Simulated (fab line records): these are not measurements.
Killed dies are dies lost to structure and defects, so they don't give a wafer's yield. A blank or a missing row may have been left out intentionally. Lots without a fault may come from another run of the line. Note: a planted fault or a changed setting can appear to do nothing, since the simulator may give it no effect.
Lot-split experiment	flow gf180mcu	23 wafers read from 5 lots, route of 602 steps

THE SPLIT
At GF_M1_SPUTTER_02 (material AlCu, target thk 450 nm, time 23.9 s), the setting chamberPressurePa was moved away from the recipe's 0.4 Pa on 20 of the 23 wafers read, by -9.1% to +14.3%. For the rest of the wafers, this setting stayed at what the recipe calls for.

The reading comes from the split's own step.

THE READING
AlCu_of_M1_SPUTTER_02.thkNm (the simulator's own value, which no gauge read), in nm, at GF_M1_SPUTTER_02 (material AlCu, target thk 450 nm, time 23.9 s). No usual value for it is given in the file. The 3 wafers here that ran the recipe average 441.3 nm, standard deviation 4.2 nm.

wafer	tool, chamber at the split	chamberPressurePa as run, Pa	against the recipe	AlCu_of_M1_SPUTTER_02.thkNm, nm	against lot-mates on the recipe
L074.1	pvdSputter-02, -	0.4306	+7.6%	444.1	no lot-mate on the recipe
L074.3	pvdSputter-02, -	0.4306	+7.6%	445.9	no lot-mate on the recipe
L074.4	pvdSputter-02, -	0.4306	+7.6%	440.8	no lot-mate on the recipe
L074.5	pvdSputter-02, -	0.4306	+7.6%	444.9	no lot-mate on the recipe
L074.6	pvdSputter-02, -	0.4306	+7.6%	441	no lot-mate on the recipe
L076.1	pvdSputter-03, -	0.4	recipe	436.4	-
L076.4	pvdSputter-03, -	0.4	recipe	446.7	-
L076.5	pvdSputter-03, -	0.4	recipe	440.9	-
L080.1	pvdSputter-03, -	0.3635	-9.1%	463.1	no lot-mate on the recipe
L080.2	pvdSputter-03, -	0.3635	-9.1%	456.9	no lot-mate on the recipe
L080.4	pvdSputter-03, -	0.3635	-9.1%	456.7	no lot-mate on the recipe
L080.5	pvdSputter-03, -	0.3635	-9.1%	463	no lot-mate on the recipe
L080.6	pvdSputter-03, -	0.3635	-9.1%	455.2	no lot-mate on the recipe
L083.1	pvdSputter-03, -	0.4573	+14.3%	439.7	no lot-mate on the recipe
L083.2	pvdSputter-03, -	0.4573	+14.3%	432.9	no lot-mate on the recipe
L083.3	pvdSputter-03, -	0.4573	+14.3%	434.4	no lot-mate on the recipe
L083.4	pvdSputter-03, -	0.4573	+14.3%	431.3	no lot-mate on the recipe
L083.6	pvdSputter-03, -	0.4573	+14.3%	435.2	no lot-mate on the recipe
L085.1	pvdSputter-01, -	0.4436	+10.9%	445	no lot-mate on the recipe
L085.2	pvdSputter-01, -	0.4436	+10.9%	433.6	no lot-mate on the recipe
L085.4	pvdSputter-01, -	0.4436	+10.9%	433.6	no lot-mate on the recipe
L085.5	pvdSputter-01, -	0.4436	+10.9%	441.1	no lot-mate on the recipe
L085.6	pvdSputter-01, -	0.4436	+10.9%	437	no lot-mate on the recipe

THE FIT
A straight line over all 23 wafers: AlCu_of_M1_SPUTTER_02.thkNm changes by -0.952 nm for each +1% of chamberPressurePa; r = -0.88; the points scatter about the line by 4.7 nm.
Too few moved wafers have a lot-mate on the recipe to fit a line with each lot's own level taken away.

FILE'S OWN FIT
AlCu_of_M1_SPUTTER_02.thkNm changes by -0.951 nm for each +1% of chamberPressurePa, r = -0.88.
